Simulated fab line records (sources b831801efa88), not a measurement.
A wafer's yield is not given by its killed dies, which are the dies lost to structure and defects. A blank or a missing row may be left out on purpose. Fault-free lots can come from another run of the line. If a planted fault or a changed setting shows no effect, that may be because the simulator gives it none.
2 desks looking at one fault    flow gf180mcu    each desk holds nothing but its own numbers, with what lay behind them at the end

== FOR THE TOOL OWNER'S DESK: implanter-03 ==
The tool's own readings at GF_VT_IMPLANT_IMPLANT_19, given as means over the sampled wafers that have a number, one for each lot that went through this tool. The brackets show how far a lot's mean lies from the usual mean; more than 4 standard deviations puts the lot out of limits, marked OUT.
Columns: A = beam-energy-keV at GF_VT_IMPLANT_IMPLANT_19, usual 100.00
lot   first seen here  A
L904  day 7 00:47      99.97
L911  day 9 05:16      88.33 (-99 or more) OUT
L912  day 9 07:13      88.31 (-99 or more) OUT
L924  day 12 11:41     100.03
This desk's verdict: out of limits on L911, L912, starting with L911 at day 9 05:16 (beam-energy-keV at GF_VT_IMPLANT_IMPLANT_19). L904, L924: within limits.

== AT THE METROLOGY DESK ==
What the gauges read, lot by lot, whatever tool the lot ran on: means of the sampled wafers that have a number. The brackets show how far a lot's mean lies from the usual mean; more than 4 standard deviations puts the lot out of limits, marked OUT.
Columns: A = STI_OXIDATION_02_THK at GF_STI_THK_MEAS_30, usual 10.12 nm; B = NWELL_OVL at GF_NWELL_OVL_MEAS_07, usual 0.7 nm; C = LVPWELL_TW at GF_LVPWELL_TW_MEAS_11, usual 560; D = VT_IMPLANT_2_TW at GF_VT_IMPLANT_TW_MEAS_21, usual 1222
lot   first seen here  A      B     C    D
L901  day 2 06:01      9.86   0.2   563  1224
L902  day 2 12:18      9.89   0.3   558  1224
L903  day 2 16:08      10.19  0.5   559  1209
L904  day 2 22:50      10.13  2.9   561  1229
L906  day 3 12:10      10.39  1.1   566  1222
L911  day 4 14:08      10.08  0.4   557  1180 (-8.0) OUT
L912  day 4 17:56      10.15  0.3   566  1176 (-8.6) OUT
L914  day 5 02:29      9.82   -2.1  562  1223
L916  day 5 12:13      10.07  0.3   559  1212
L918  day 5 22:02      10.29  -0.0  556  1217
L921  day 6 13:29      10.49  1.4   560  1224
L922  day 6 17:26      10.30  -0.3  559  1226
L923  day 6 23:37      10.29  0.9   564  1227
L924  day 7 06:13      10.20  2.1   563  1216
Per this desk, out of limits: L911, L912; the first was L911, day 9 05:30 (VT_IMPLANT_2_TW at GF_VT_IMPLANT_TW_MEAS_21). L901, L902, L903, L904, L906, L914, L916, L918, L921, L922, L923, L924: within limits.

== BROUGHT TOGETHER ==
The tool owner's desk had the chance to raise an alarm at day 9 05:16 on L911, L912.
An alarm was possible from the metrology desk at day 9 05:30, on L911, L912.
GF_VT_IMPLANT_IMPLANT_19 was run on implanter-03 by each of the lots named.

== WHAT WAS PUT IN BY THE SIMULATOR ==
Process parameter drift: implanter-03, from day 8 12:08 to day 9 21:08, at GF_VT_IMPLANT_IMPLANT_19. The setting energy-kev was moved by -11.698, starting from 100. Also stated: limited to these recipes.
Struck lots among those shown: L911, L912.
Fault start to first reading out of limits, in hours, per desk: tool owner, 17; metrology, 17.
